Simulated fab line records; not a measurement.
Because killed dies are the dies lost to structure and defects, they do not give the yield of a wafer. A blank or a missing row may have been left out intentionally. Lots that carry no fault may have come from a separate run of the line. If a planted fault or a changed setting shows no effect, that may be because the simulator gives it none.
Chamber matching :: flow sky130 :: SKY_CAP2M_CVD_00 on pecvd-04: 3 sister chambers
The step deposits SiO2, target thk 15.5 nm. 3 wafers are shown with their chamber, then 7 later ones without.

== WAFERS WITH THEIR CHAMBER ==
wafer: L210.6
chamber: 1
heater power w (W): 727

wafer: L220.1
chamber: 2
heater power w (W): 787

wafer: L220.4
chamber: 0
heater power w (W): 756

== WAFERS MISSING THEIR CHAMBER ==
wafer: L220.5
heater power w (W): 807

wafer: L223.2
heater power w (W): 705

wafer: L223.3
heater power w (W): 779

wafer: L223.6
heater power w (W): 721

wafer: L225.1
heater power w (W): 627

wafer: L225.4
heater power w (W): 620

wafer: L225.5
heater power w (W): 623

== WHICH CHAMBER EACH WENT THROUGH ==
wafer: L220.5
from the rows above: can't be placed: 2 or 0 or 1
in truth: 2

wafer: L223.2
from the rows above: can't be placed: 1 or 0 or 2
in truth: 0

wafer: L223.3
from the rows above: can't be placed: 2 or 0 or 1
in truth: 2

wafer: L223.6
from the rows above: can't be placed: 1 or 0 or 2
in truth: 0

wafer: L225.1
from the rows above: can't be placed: 1 or 0 or 2
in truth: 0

wafer: L225.4
from the rows above: can't be placed: 1 or 0 or 2
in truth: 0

wafer: L225.5
from the rows above: can't be placed: 1 or 0 or 2
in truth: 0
Placed correctly: 0 of 7. Not placeable from these rows: 7 (in 7, the candidates include the true chamber). 0 placed wrongly.
How it was worked out, from the rows above alone: a wafer's distance from a chamber is the root of the sum, over the readings, of the square of ((its reading less the chamber's mean) divided by the reading's scatter). The wafer belongs to the nearest chamber; if the next one is less than 2 further off, it can't be placed. Each chamber's mean is taken over the wafers shown for it. The scatter: with one shown wafer a chamber, the root of the mean of the squares of how far each hidden wafer lies from its nearest shown one.
